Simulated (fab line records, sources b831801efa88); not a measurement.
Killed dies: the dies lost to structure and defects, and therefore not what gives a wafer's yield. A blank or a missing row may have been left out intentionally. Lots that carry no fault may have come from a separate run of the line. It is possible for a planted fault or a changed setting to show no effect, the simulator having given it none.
Which tool is to blame? | flow sky130 | 24 lots with 72 wafers sampled at 6 steps, on a route of 708 steps

## WHAT EACH GAUGE READ, for each wafer
SKY_VIA2_BOW_MEAS_03.
lot  | measured     | on            | VIA2_BOW (um)
L074 | day 36 20:30 | film metro-01 | 89 83 84
L075 | day 37 04:55 | film metro-01 | 79 79 88
L076 | day 37 07:21 | film metro-02 | 88 75 80
L077 | day 38 08:21 | film metro-03 | 77 81 83
L078 | day 38 12:55 | film metro-01 | 86 76 85
L079 | day 38 14:19 | film metro-01 | 82 83 77
L080 | day 38 17:29 | film metro-03 | 86 88 94
L081 | day 39 07:56 | film metro-03 | 91 101 100
L082 | day 39 14:46 | film metro-02 | 75 80 79
L083 | day 39 17:40 | film metro-03 | 84 89 87
L084 | day 40 04:43 | film metro-02 | 73 84 79
L085 | day 40 13:59 | film metro-03 | 79 86 88
L086 | day 40 21:40 | film metro-02 | 99 89 93
L088 | day 41 01:27 | film metro-03 | 89 83 84
L087 | day 41 05:16 | film metro-02 | 87 77 77
L089 | day 41 08:14 | film metro-03 | 82 82 75
L090 | day 41 18:41 | film metro-03 | 77 86 87
L091 | day 41 21:18 | film metro-02 | 92 86 87
L092 | day 42 02:34 | film metro-03 | 86 82 86
L093 | day 42 09:38 | film metro-03 | 79 86 92
L094 | day 42 14:07 | film metro-03 | 87 83 82
L095 | day 43 00:08 | film metro-02 | 78 84 78
L096 | day 43 05:58 | film metro-02 | 71 85 83
L097 | day 43 10:32 | film metro-02 | 80 83 77

SKY_METAL4_CD_MEAS_13: the cd target is 300 nm.
lot  | measured     | on        | cd nm (nm)
L074 | day 43 11:15 | cd sem-02 | 302.7 301.2 302.3
L075 | day 43 20:34 | cd sem-02 | 300.9 299.9 300.5
L076 | day 43 22:50 | cd sem-02 | 300.8 302.1 301.5
L077 | day 44 20:28 | cd sem-01 | 298.0 298.7 299.1
L078 | day 44 23:21 | cd sem-02 | 298.5 298.3 298.8
L079 | day 45 02:37 | cd sem-02 | 300.7 299.6 301.3
L080 | day 45 06:03 | cd sem-01 | 300.7 301.5 301.3
L081 | day 45 17:28 | cd sem-01 | 298.7 300.1 299.6
L082 | day 46 00:01 | cd sem-01 | 301.3 301.0 301.4
L083 | day 46 03:07 | cd sem-01 | 303.0 302.4 302.5
L084 | day 46 09:32 | cd sem-02 | 301.7 300.6 302.4
L085 | day 46 19:34 | cd sem-01 | 298.5 300.1 299.2
L086 | day 47 02:14 | cd sem-02 | 301.3 300.4 300.9
L088 | day 47 06:00 | cd sem-02 | 302.4 302.3 300.3
L087 | day 47 06:39 | cd sem-01 | 299.9 300.7 300.2
L089 | day 47 09:46 | cd sem-01 | 297.4 297.5 299.6
L090 | day 47 19:53 | cd sem-01 | 299.9 301.6 300.1
L091 | day 47 21:23 | cd sem-02 | 299.4 298.9 299.0
L092 | day 48 02:32 | cd sem-02 | 299.1 298.8 298.9
L093 | day 48 05:29 | cd sem-01 | 301.9 300.7 301.9
L094 | day 48 12:23 | cd sem-01 | 298.6 297.9 299.4
L095 | day 48 21:10 | cd sem-02 | 299.1 298.6 299.9
L096 | day 49 00:43 | cd sem-01 | 302.5 302.0 300.3
L097 | day 49 04:43 | cd sem-01 | 301.9 300.9 302.1

## EACH LOT AND THE TOOL THAT RAN IT (in order: tool; ch and the chambers of the sampled wafers; start)
lot  | SKY_METAL2_DESCUM_17              | SKY_CAPM_STRIP_14                    | SKY_VIA3_SPUTTER_20          | SKY_VIA3_CVD_21
L074 | rie metal-03 ch 0,1, day 36 19:14 | plasma asher-02 ch 0,1, day 39 02:58 | pvd sputter-03, day 41 08:38 | cvd w-02 ch 0,1, day 41 08:42
L075 | rie metal-04 ch 0,1, day 37 03:40 | plasma asher-01 ch 0,1, day 39 11:45 | pvd sputter-03, day 41 17:59 | cvd w-01 ch 0,1, day 41 18:04
L076 | rie metal-04 ch 0,1, day 37 06:05 | plasma asher-02 ch 0,1, day 39 13:38 | pvd sputter-01, day 41 20:00 | cvd w-02 ch 0,1, day 41 20:04
L077 | rie metal-01 ch 0,1, day 38 07:05 | plasma asher-04 ch 0,1, day 40 14:15 | pvd sputter-03, day 42 20:06 | cvd w-02 ch 0,1, day 42 20:10
L078 | rie metal-04 ch 1, day 38 11:26   | plasma asher-02 ch 0,1, day 40 17:33 | pvd sputter-01, day 42 22:31 | cvd w-02 ch 0,1, day 42 22:37
L079 | rie metal-01 ch 1, day 38 12:51   | plasma asher-02 ch 0,1, day 40 20:13 | pvd sputter-01, day 43 01:43 | cvd w-01 ch 0,1, day 43 01:47
L080 | rie metal-01 ch 1, day 38 15:59   | plasma asher-04 ch 0,1, day 40 23:52 | pvd sputter-01, day 43 04:56 | cvd w-02 ch 0,1, day 43 04:59
L081 | rie metal-04 ch 0,1, day 39 06:38 | plasma asher-02 ch 0, day 41 12:03   | pvd sputter-04, day 43 16:42 | cvd w-01 ch 0, day 43 16:48
L082 | rie metal-04 ch 0,1, day 39 13:31 | plasma asher-04 ch 0, day 41 19:34   | pvd sputter-01, day 44 00:34 | cvd w-01 ch 0,1, day 44 00:37
L083 | rie metal-03 ch 0,1, day 39 16:16 | plasma asher-02 ch 0,1, day 41 22:58 | pvd sputter-03, day 44 03:27 | cvd w-02 ch 0,1, day 44 03:31
L084 | rie metal-03 ch 0, day 40 03:10   | plasma asher-04 ch 0,1, day 42 08:03 | pvd sputter-01, day 44 11:06 | cvd w-02 ch 0,1, day 44 11:10
L085 | rie metal-03 ch 0, day 40 12:28   | plasma asher-02 ch 0,1, day 42 19:00 | pvd sputter-01, day 44 22:11 | cvd w-02 ch 1, day 44 22:14
L086 | rie metal-01 ch 0,1, day 40 20:23 | plasma asher-04 ch 0,1, day 43 01:43 | pvd sputter-03, day 45 04:29 | cvd w-01 ch 0,1, day 45 04:33
L088 | rie metal-04 ch 0,1, day 41 00:07 | plasma asher-02 ch 0,1, day 43 06:09 | pvd sputter-03, day 45 07:58 | cvd w-01 ch 0,1, day 45 08:04
L087 | rie metal-04 ch 0,1, day 41 03:58 | plasma asher-04 ch 0,1, day 43 08:33 | pvd sputter-04, day 45 09:25 | cvd w-01 ch 0,1, day 45 09:31
L089 | rie metal-03 ch 0,1, day 41 06:56 | plasma asher-01 ch 0,1, day 43 11:36 | pvd sputter-01, day 45 12:43 | cvd w-01 ch 0,1, day 45 12:46
L090 | rie metal-03 ch 0,1, day 41 17:07 | plasma asher-04 ch 0, day 43 21:55   | pvd sputter-04, day 45 23:11 | cvd w-02 ch 0, day 45 23:15
L091 | rie metal-04 ch 1, day 41 20:01   | plasma asher-02 ch 0,1, day 44 00:09 | pvd sputter-03, day 46 00:44 | cvd w-01 ch 0,1, day 46 00:48
L092 | rie metal-01 ch 0,1, day 42 01:19 | plasma asher-04 ch 0,1, day 44 05:03 | pvd sputter-04, day 46 06:15 | cvd w-01 ch 0,1, day 46 06:19
L093 | rie metal-04 ch 0,1, day 42 08:22 | plasma asher-01 ch 0,1, day 44 10:41 | pvd sputter-03, day 46 10:03 | cvd w-02 ch 0,1, day 46 10:07
L094 | rie metal-01 ch 0,1, day 42 12:46 | plasma asher-01 ch 0,1, day 44 15:54 | pvd sputter-03, day 46 17:25 | cvd w-02 ch 0,1, day 46 17:29
L095 | rie metal-03 ch 0,1, day 42 22:49 | plasma asher-04 ch 0,1, day 45 01:37 | pvd sputter-04, day 47 01:48 | cvd w-01 ch 0,1, day 47 01:53
L096 | rie metal-04 ch 0,1, day 43 04:34 | plasma asher-02 ch 0,1, day 45 06:51 | pvd sputter-04, day 47 05:15 | cvd w-02 ch 1, day 47 05:19
L097 | rie metal-03 ch 0,1, day 43 09:08 | plasma asher-02 ch 0,1, day 45 11:06 | pvd sputter-04, day 47 10:03 | cvd w-01 ch 1, day 47 10:07
- SKY_METAL2_DESCUM_17: chemistry O2, time 8 s.
- SKY_CAPM_STRIP_14: strips in O2/N2.
- SKY_VIA3_SPUTTER_20: material TiN, target thk 20 nm, time 80 s.
- SKY_VIA3_CVD_21: deposits W, target thk 390 nm, time 117.31 s.

## AS READ BY THE TOOLS THEMSELVES (means over the sampled wafers that have a number; for cases with no such wafer, the mark the record gives instead)
SKY_METAL2_DESCUM_17.
lot  | tool         | drypump motor current A (A) | oes product au (a.u.)
L074 | rie metal-03 | 6.0                         | 1.004
L075 | rie metal-04 | 5.7                         | 0.997
L076 | rie metal-04 | 5.7                         | 0.993
L077 | rie metal-01 | 5.5                         | 0.996
L078 | rie metal-04 | 5.9                         | 1.009
L079 | rie metal-01 | 5.1                         | 1.015
L080 | rie metal-01 | 5.1                         | 1.013
L081 | rie metal-04 | 5.6                         | 0.991
L082 | rie metal-04 | 5.8                         | 0.994
L083 | rie metal-03 | 6.0                         | 0.996
L084 | rie metal-03 | 5.5                         | 1.005
L085 | rie metal-03 | 5.5                         | 0.997
L086 | rie metal-01 | 5.3                         | 1.002
L088 | rie metal-04 | 5.7                         | 0.990
L087 | rie metal-04 | 5.7                         | 0.988
L089 | rie metal-03 | 6.1                         | 1.002
L090 | rie metal-03 | 5.8                         | 1.002
L091 | rie metal-04 | 5.8                         | 0.999
L092 | rie metal-01 | 5.6                         | 0.998
L093 | rie metal-04 | 5.8                         | 1.004
L094 | rie metal-01 | 5.3                         | 1.013
L095 | rie metal-03 | 5.8                         | 1.005
L096 | rie metal-04 | 5.6                         | 0.990
L097 | rie metal-03 | 5.8                         | 1.007

SKY_CAPM_STRIP_14.
lot  | tool            | drypump motor current A (A) | o2 flow sccm (sccm) | oes product au (a.u.) | strip time to endpoint s (s)
L074 | plasma asher-02 | 6.0                         | 3009                | 0.714                 | 12.65
L075 | plasma asher-01 | 6.3                         | 3006                | 0.710                 | 12.62
L076 | plasma asher-02 | 6.0                         | 2997                | 0.714                 | 12.61
L077 | plasma asher-04 | 5.7                         | 2998                | 0.707                 | 12.67
L078 | plasma asher-02 | 6.0                         | 2996                | 0.711                 | 12.66
L079 | plasma asher-02 | 6.0                         | 2998                | 0.712                 | 12.68
L080 | plasma asher-04 | 5.7                         | 2994                | 0.713                 | 12.72
L081 | plasma asher-02 | 4.8                         | 3001                | 0.714                 | 12.74
L082 | plasma asher-04 | 5.8                         | 3002                | 0.709                 | 12.60
L083 | plasma asher-02 | 6.0                         | 3000                | 0.712                 | 12.70
L084 | plasma asher-04 | 5.7                         | 2996                | 0.715                 | 12.58
L085 | plasma asher-02 | 6.0                         | 3003                | 0.708                 | 12.69
L086 | plasma asher-04 | 5.5                         | 3005                | 0.710                 | 12.67
L088 | plasma asher-02 | 6.0                         | 2996                | 0.711                 | 12.63
L087 | plasma asher-04 | 5.5                         | 2997                | 0.709                 | 12.65
L089 | plasma asher-01 | 6.1                         | 2996                | 0.707                 | 12.70
L090 | plasma asher-04 | 5.8                         | 2996                | 0.708                 | 12.66
L091 | plasma asher-02 | 5.4                         | 2992                | 0.706                 | 12.66
L092 | plasma asher-04 | 5.5                         | 3004                | 0.712                 | 12.61
L093 | plasma asher-01 | 6.1                         | 3010                | 0.713                 | 12.71
L094 | plasma asher-01 | 6.4                         | 2997                | 0.708                 | 12.71
L095 | plasma asher-04 | 5.7                         | 3011                | 0.707                 | 12.59
L096 | plasma asher-02 | 6.1                         | 3000                | 0.712                 | 12.62
L097 | plasma asher-02 | 5.4                         | 3013                | 0.708                 | 12.69

SKY_VIA3_SPUTTER_20.
lot  | tool           | chamber pressure pa (Pa) | throttle valve pct (%)
L074 | pvd sputter-03 | 4.997                    | 30.3
L075 | pvd sputter-03 | 5.001                    | 30.7
L076 | pvd sputter-01 | 4.997                    | 29.3
L077 | pvd sputter-03 | 5.000                    | 30.7
L078 | pvd sputter-01 | 4.997                    | 30.2
L079 | pvd sputter-01 | 4.998                    | 30.3
L080 | pvd sputter-01 | 4.991                    | 29.7
L081 | pvd sputter-04 | 5.013                    | 30.5
L082 | pvd sputter-01 | 4.994                    | 29.5
L083 | pvd sputter-03 | 5.003                    | 30.6
L084 | pvd sputter-01 | 4.988                    | 30.5
L085 | pvd sputter-01 | 5.001                    | 29.9
L086 | pvd sputter-03 | 4.996                    | 30.5
L088 | pvd sputter-03 | 4.996                    | 29.8
L087 | pvd sputter-04 | 4.997                    | 31.0
L089 | pvd sputter-01 | 5.011                    | 30.5
L090 | pvd sputter-04 | 4.993                    | 30.9
L091 | pvd sputter-03 | 4.993                    | 30.6
L092 | pvd sputter-04 | 4.998                    | 30.8
L093 | pvd sputter-03 | 5.000                    | 30.1
L094 | pvd sputter-03 | 4.998                    | 29.6
L095 | pvd sputter-04 | 4.992                    | 30.6
L096 | pvd sputter-04 | 4.997                    | 30.7
L097 | pvd sputter-04 | 5.003                    | 30.7

SKY_VIA3_CVD_21.
lot  | tool     | heater power outer w (W) | heater power w (W)
L074 | cvd w-02 | 531                      | 896
L075 | cvd w-01 | 522                      | 843
L076 | cvd w-02 | 559                      | 889
L077 | cvd w-02 | 533                      | 894
L078 | cvd w-02 | 529                      | 889
L079 | cvd w-01 | 529                      | 829
L080 | cvd w-02 | 560                      | 897
L081 | cvd w-01 | 512                      | 794
L082 | cvd w-01 | 518                      | 825
L083 | cvd w-02 | 561                      | 896
L084 | cvd w-02 | 535                      | 900
L085 | cvd w-02 | 505                      | 897
L086 | cvd w-01 | 523                      | 815
L088 | cvd w-01 | 515                      | 820
L087 | cvd w-01 | 514                      | 809
L089 | cvd w-01 | 517                      | 820
L090 | cvd w-02 | 592                      | 913
L091 | cvd w-01 | 518                      | 826
L092 | cvd w-01 | 529                      | 840
L093 | cvd w-02 | 561                      | 882
L094 | cvd w-02 | 563                      | 906
L095 | cvd w-01 | 520                      | 818
L096 | cvd w-02 | 508                      | 891
L097 | cvd w-01 | 533                      | 868

## THE ANSWER, worked out from the rows above alone
Rule: what is usual is taken from the lots themselves. The widest of any qualifying gaps counts: lots, ordered by their means at a reading, are off when they make up no more than a third of the lots, leave a main group of 4 or more, and stand apart from it by 3 or more times the standard deviation of that group's means. A main group whose means are all the same, to the digits that the tables above print for the reading, isn't used. A lot without any number at a reading at which 4 lots or more have one is off too. The other lots that the step has rows for count as sound. The gauges are gone through in route order, then the tools' own readings, and for those a lot's mean is taken as printed above. The first step at which some lot is off is used, and at that step the reading that is off furthest; a lot without a number counts as furthest.
No lot is off at any reading shown: from this, nothing can be told.

## WHAT THE SIMULATOR HAD PUT IN
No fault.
